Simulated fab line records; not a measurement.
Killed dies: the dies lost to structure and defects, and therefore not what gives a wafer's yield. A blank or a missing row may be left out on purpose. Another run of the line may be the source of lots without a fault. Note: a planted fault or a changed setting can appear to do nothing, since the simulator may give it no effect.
8D (eight disciplines) problem report, filled in by code / flow gf180mcu / the parts of the form that need people (team, actions taken, sign-off) are left out

== 1. WHAT IS WRONG ==
Mean of cathode dc power W at GF_M3_SPUTTER_00: 4989.8 W across 6 wafers in 2 lots; on wafers with no fault it is 4000.0 W (standard deviation 0.74). So: +99 or more standard deviations from the usual mean.
The step: material Ti, target thk 37.5 nm, time 150 s.
First observed at day 25 02:04: wafer L869.3, on pvd sputter-03. At this step, 18 wafers from 6 lots have a number in the record. By rule, "out" or "out of limits" means more than 4 standard deviations away from the usual mean. The rest of the wafers with a number are treated as sound.

== 2. WHAT IT IS AND WHAT IT IS NOT ==
question=which readings at this step | is=cathode dc power W | is not=throttle valve pct
question=which lots | is=L869, L870 | is not=L862, L863, L873, L876
question=which wafers of those lots | is=all that have a number | is not=-
question=read on which tools | is=pvd sputter-03 | is not=pvd sputter-02, pvd sputter-04
question=when | is=from day 25 02:04 | is not=up to then (6 sound wafers); but 6 sound wafers of L873, L876 came after

== 3. SUSPECTS, AND WHAT RULES EACH OUT ==
Counting: any tool at a process step up to the reading is kept as a suspect provided that every lot that is out went through it and no sound lot did after the first of them.
- cvd w-02 at GF_V2_CVD_23 (deposits W, target thk 350 nm, time 104.94 s): ruled out as a lasting fault. The sound lots L873 went through it after L869, its earliest lot that is out (day 25 01:31).
- pvd sputter-03 at GF_M3_SPUTTER_00 (material Ti, target thk 37.5 nm, time 150 s): kept. Every lot that is out went through it, starting with L869 (day 25 02:04), and after that it ran no sound lot; the last sound lot it ran before then is L862 (day 22 18:39). On those wafers its own readings are out: cathode dc power W.
Left after counting: pvd sputter-03 at GF_M3_SPUTTER_00.

== 4. THE CAUSE (what the simulator had put in) ==
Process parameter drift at GF_M3_SPUTTER_00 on pvd sputter-03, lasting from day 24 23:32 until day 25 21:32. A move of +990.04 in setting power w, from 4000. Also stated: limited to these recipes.
Only this tool survived the counting.

== 5. THE EFFECT CHAIN, in route order ==
Each row: a reading whose mean over the struck wafers that have a number lies more than 3 standard deviations from the usual. Only readings whose record carries a usual standard deviation are examined. hours: median over the lots of the time between each lot's start at the first step of this table that gives one and its start at this step. sigmas: the change, counted in usual standard deviations.
hours=0; step=GF_M3_SPUTTER_00; reading=cathode dc power W; usual=4000.0 W; on struck wafers=4989.8; change=+989.8; sigmas=+99 or more
Its process steps:
- GF_M3_SPUTTER_00: material Ti, target thk 37.5 nm, time 150 s.

== 6. HOW IT WOULD HAVE BEEN CAUGHT EARLIER ==
3 hours passed between the start of the fault at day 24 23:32 and the first reading out of limits in this record, taken at day 25 02:04.
